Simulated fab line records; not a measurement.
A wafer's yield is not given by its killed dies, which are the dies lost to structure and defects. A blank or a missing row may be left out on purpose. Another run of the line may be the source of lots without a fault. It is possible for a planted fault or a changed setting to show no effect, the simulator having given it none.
Chamber matching + flow gf180mcu + 4 sister chambers for GF_V3_CMP_04 on cmp-02
The step polishes SiO2. 8 wafers are shown with their chamber, then 12 later ones without.

## WAFERS WITH THEIR CHAMBER
| wafer  | chamber | motor-current-A (A) | time-to-endpoint-s (s) |
|--------|---------|---------------------|------------------------|
| L088.1 | 2       | 13.7                | 80                     |
| L089.6 | 1       | 13.3                | 85                     |
| L090.2 | 0       | 12.1                | 70                     |
| L090.4 | 2       | 13.1                | 81                     |
| L090.5 | 0       | 12.8                | 75                     |
| L091.1 | 3       | 12.3                | 78                     |
| L091.4 | 1       | 13.2                | 90                     |
| L091.6 | 3       | 12.3                | 84                     |

## WAFERS WITH NO CHAMBER GIVEN
| wafer  | motor-current-A (A) | time-to-endpoint-s (s) |
|--------|---------------------|------------------------|
| L093.1 | 12.7                | 78                     |
| L093.2 | 14.0                | 85                     |
| L093.5 | 11.5                | 76                     |
| L094.1 | 11.9                | 76                     |
| L094.4 | 13.1                | 84                     |
| L094.5 | 12.4                | 85                     |
| L095.1 | 12.7                | 77                     |
| L095.3 | 12.3                | 80                     |
| L095.6 | 11.9                | 87                     |
| L097.2 | 12.7                | 81                     |
| L097.4 | 11.6                | 90                     |
| L097.6 | 13.5                | 87                     |

## CHAMBER TAKEN BY EACH
| wafer  | from the rows above               | in truth                   |
|--------|-----------------------------------|----------------------------|
| L093.1 | can't be placed: 3 or 0 or 2 or 1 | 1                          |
| L093.2 | can't be placed: 2 or 1           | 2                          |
| L093.5 | can't be placed: 3 or 0           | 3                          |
| L094.1 | can't be placed: 3 or 0           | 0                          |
| L094.4 | can't be placed: 1 or 2 or 3      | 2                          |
| L094.5 | can't be placed: 3 or 1           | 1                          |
| L095.1 | can't be placed: 0 or 3 or 2      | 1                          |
| L095.3 | 3                                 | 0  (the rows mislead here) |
| L095.6 | can't be placed: 3 or 1           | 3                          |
| L097.2 | can't be placed: 3 or 2 or 1 or 0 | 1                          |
| L097.4 | can't be placed: 3 or 1           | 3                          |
| L097.6 | can't be placed: 1 or 2           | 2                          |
Correct placement for 0 of the 12. Not placeable from these rows: 11 (in 10, the candidates include the true chamber). Wrongly placed: 1.
How it was worked out, from the rows above alone: a wafer's distance from a chamber is the root of the sum, over the readings, of the square of ((its reading less the chamber's mean) divided by the reading's scatter). The wafer belongs to the nearest chamber; if the next one is less than 2 further off, it can't be placed. A chamber's mean is the mean of its shown wafers. The scatter: take each reading less its chamber's mean, square it, sum over the shown wafers, divide by the number of wafers less the number of chambers, and take the root.
